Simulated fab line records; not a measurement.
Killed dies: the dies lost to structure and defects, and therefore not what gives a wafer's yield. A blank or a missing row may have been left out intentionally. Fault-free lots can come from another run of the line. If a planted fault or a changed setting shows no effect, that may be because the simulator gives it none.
Split-lot study    flow gf180mcu    23 wafers read from 5 lots, route of 602 steps

## SPLIT DETAILS
At GF_V5_CMP_04 (polishes SiO2), the setting leave_above_ref_nm was moved away from the recipe's 855 nm on 9 of the 23 wafers read, by -7.5% to +7.1%. For the rest of the wafers, this setting stayed at what the recipe calls for.

## FROM THE SPLIT TO THE READING: what the file shows between them, 2 steps
- GF_V5_DEVELOP_13: develop time 60 s (also split here: dev_temp_c)
- GF_V5_ETCH_16: etches BARC in N2/H2

## THE READING
oes_product_au, in a.u., at GF_V5_ETCH_17 (etches SiO2 in C4F8/O2/Ar, stops on TiN, target depth 855 nm). Fault-free wafers of this fab line usually give 0.859 a.u., standard deviation 0.0046 a.u.

wafer   tool, chamber at the split  leave_above_ref_nm as run, nm  against the recipe  oes_product_au, a.u.  against lot-mates on the recipe
L074.2  cmp-02, 2                   791.2                          -7.5%               0.824                 -0.033
L074.3  cmp-02, 0                   855                            recipe              0.855                 -
L074.4  cmp-02, 1                   855                            recipe              0.858                 -
L074.5  cmp-02, 2                   791.2                          -7.5%               0.824                 -0.033
L074.6  cmp-02, 1                   791.2                          -7.5%               0.825                 -0.032
L075.1  cmp-02, 1                   855                            recipe              0.857                 -
L075.2  cmp-02, 2                   855                            recipe              0.861                 -
L075.3  cmp-02, 3                   855                            recipe              0.868                 -
L075.4  cmp-02, 0                   855                            recipe              0.867                 -
L075.5  cmp-02, 3                   855                            recipe              0.859                 -
L076.2  cmp-01, 0                   855                            recipe              0.849                 -
L076.5  cmp-01, 0                   855                            recipe              0.860                 -
L076.6  cmp-01, 3                   855                            recipe              0.861                 -
L080.1  cmp-02, 0                   855                            recipe              0.867                 -
L080.2  cmp-02, 2                   915.3                          +7.1%               0.899                 +0.036
L080.3  cmp-02, 1                   855                            recipe              0.858                 -
L080.4  cmp-02, 3                   915.3                          +7.1%               0.900                 +0.037
L080.5  cmp-02, 0                   915.3                          +7.1%               0.901                 +0.038
L085.1  cmp-02, 3                   855                            recipe              0.862                 -
L085.2  cmp-02, 0                   826                            -3.4%               0.844                 -0.014
L085.4  cmp-02, 1                   855                            recipe              0.854                 -
L085.5  cmp-02, 1                   826                            -3.4%               0.837                 -0.021
L085.6  cmp-02, 2                   826                            -3.4%               0.843                 -0.015

FIT RESULTS
A straight line over all 23 wafers: oes_product_au changes by +0.00525 a.u. for each +1% of leave_above_ref_nm; r = +0.98; the points scatter about the line by 0.0047 a.u.
The same after taking each lot's own level away (the mean of its wafers on the recipe; 23 wafers): +0.00483 a.u. for each +1%; r = +0.98; scatter 0.0041 a.u.
According to that fit, moving leave_above_ref_nm by its largest amount changes the reading by 0.036 a.u.
From 0.8565 to 0.8625 a.u.: that is the span of the lots' own levels, equal to 1.3 times the standard deviation above.
Hence the lot-to-lot level has little effect on the slope; both slopes agree.
Check: -0.0357 a.u. against its lot-mates is what the line predicts for one of the wafers moved furthest among these (-7.5%) when that wafer is left out of the fit. Against them it came out at -0.0325 a.u.

## OTHER SPLITS ON THESE WAFERS
Other splits were also applied to these wafers ahead of the reading. Each is held against what the fit with the lots' levels taken away leaves over:
other split on the same wafers  wafers away from the commonest value  r with oes_product_au (lot level and that fit taken away)
GF_M5_EXPOSE_04 dose_mj         10                                    -0.25
GF_M5_METAL_ETCH_10 time_s      11                                    -0.31
GF_V5_DEVELOP_13 dev_temp_c     7                                     +0.10

## THE WHOLE CHAIN: every reading that the file lists as answering this split, in the file's order
step           what it does                                                  reading                                                                    change (the file's fit)                    r (the file's)
GF_V5_CMP_04   polishes SiO2                                                 SiO2_of_V5_CVD_02.thk_nm (the simulator's own value, which no gauge read)  +8.58 nm for each +1% of the setting       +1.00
GF_V5_ETCH_17  etches SiO2 in C4F8/O2/Ar, stops on TiN, target depth 855 nm  oes_product_au                                                             +0.00479 a.u. for each +1% of the setting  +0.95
GF_V5_ETCH_17  etches SiO2 in C4F8/O2/Ar, stops on TiN, target depth 855 nm  V5.feature_depth_nm (the simulator's own value, which no gauge read)       +8.58 nm for each +1% of the setting       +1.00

## THE FILE'S OWN FIT
oes_product_au changes by +0.00479 a.u. for each +1% of leave_above_ref_nm, r = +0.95.
